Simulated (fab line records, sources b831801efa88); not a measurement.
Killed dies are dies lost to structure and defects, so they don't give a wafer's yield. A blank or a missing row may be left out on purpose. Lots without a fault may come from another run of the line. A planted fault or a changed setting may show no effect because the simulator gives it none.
Split-lot experiment | flow sfq_line | 5 lots, 23 wafers read, on a route of 325 steps

THE SPLIT
At SFQ_TRILAYER_L0_VIA_LITHO_PEB_016 (peb time 60 s), the setting peb_time_s was moved away from the recipe's 60 s on 12 of the 23 wafers read, by -10.5% to +11.8%. The other wafers ran this setting at the recipe's value.

FROM THE SPLIT TO THE READING: what the file shows between them, 1 step
- SFQ_TRILAYER_L0_VIA_LITHO_DEVELOP_015: time 60 s

THE READING
L0V.cd_nm (the simulator's own value, which no gauge read), in nm, at SFQ_TRILAYER_L0_VIA_BARC_OPEN_VIA_ETCH_021 (etches BARC in O2, target depth 125 nm, time 41.7 s). The file gives no usual value for it. The 11 wafers here that ran the recipe average 699.8 nm, standard deviation 1.4 nm.

wafer  | tool, chamber at the split | peb_time_s as run, s | against the recipe | L0V.cd_nm, nm | against lot-mates on the recipe
L075.1 | litho_track-03, 0          | 60                   | recipe             | 699.2         | -
L075.3 | litho_track-03, 0          | 60                   | recipe             | 697.8         | -
L075.6 | litho_track-03, 0          | 60                   | recipe             | 697.9         | -
L076.1 | litho_track-03, 0          | 60                   | recipe             | 701.1         | -
L076.2 | litho_track-03, 0          | 53.71                | -10.5%             | 683.3         | -16.8
L076.3 | litho_track-03, 0          | 53.71                | -10.5%             | 683.9         | -16.1
L076.4 | litho_track-03, 0          | 53.71                | -10.5%             | 683.8         | -16.2
L076.5 | litho_track-03, 0          | 60                   | recipe             | 699           | -
L079.1 | litho_track-04, 0          | 53.85                | -10.2%             | 686.6         | -15.1
L079.2 | litho_track-04, 0          | 53.85                | -10.2%             | 684.8         | -16.9
L079.4 | litho_track-04, 0          | 60                   | recipe             | 701.2         | -
L079.5 | litho_track-04, 0          | 53.85                | -10.2%             | 684.2         | -17.5
L079.6 | litho_track-04, 0          | 60                   | recipe             | 702.1         | -
L082.1 | litho_track-04, 0          | 67.1                 | +11.8%             | 715           | +14.8
L082.3 | litho_track-04, 0          | 67.1                 | +11.8%             | 716.4         | +16.2
L082.4 | litho_track-04, 0          | 67.1                 | +11.8%             | 715.2         | +15.0
L082.5 | litho_track-04, 0          | 60                   | recipe             | 699.7         | -
L082.6 | litho_track-04, 0          | 60                   | recipe             | 700.6         | -
L085.1 | litho_track-04, 0          | 60                   | recipe             | 698.2         | -
L085.3 | litho_track-04, 0          | 65.98                | +10.0%             | 711.9         | +12.4
L085.4 | litho_track-04, 0          | 60                   | recipe             | 700.7         | -
L085.5 | litho_track-04, 0          | 65.98                | +10.0%             | 713.9         | +14.4
L085.6 | litho_track-04, 0          | 65.98                | +10.0%             | 713           | +13.5

THE FIT
A straight line over all 23 wafers: L0V.cd_nm changes by +1.4 nm for each +1% of peb_time_s; r = +0.99; the points scatter about the line by 1.3 nm.
The same after taking each lot's own level away (the mean of its wafers on the recipe; 23 wafers): +1.45 nm for each +1%; r = +1.00; scatter 1.1 nm.
On that fit, the largest move of peb_time_s shifts the reading by 17 nm.
The lots' own levels span 698.30 to 701.65 nm, that is 2.4 times the standard deviation above.
So the lot-to-lot level changes the slope little: the two slopes agree.
Check: with one of the wafers moved furthest among these (+11.8%) left out of the fit, the line predicts +16.7 nm for it against its lot-mates. It came out at +14.8 nm against them.

OTHER SPLITS ON THESE WAFERS
These wafers also went through other splits before the reading. Each is held against what the fit with the lots' levels taken away leaves over:
other split on the same wafers                 | wafers away from the commonest value | r with L0V.cd_nm (lot level and that fit taken away)
SFQ_TRILAYER_L0_LITHO_PEB_008 peb_time_s       | 10                                   | -0.30
SFQ_TRILAYER_L0_BARC_OPEN_METAL_ETCH_010 icp_w | 8                                    | -0.04

THE FILE'S OWN FIT
L0V.cd_nm changes by +1.45 nm for each +1% of peb_time_s, r = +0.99.
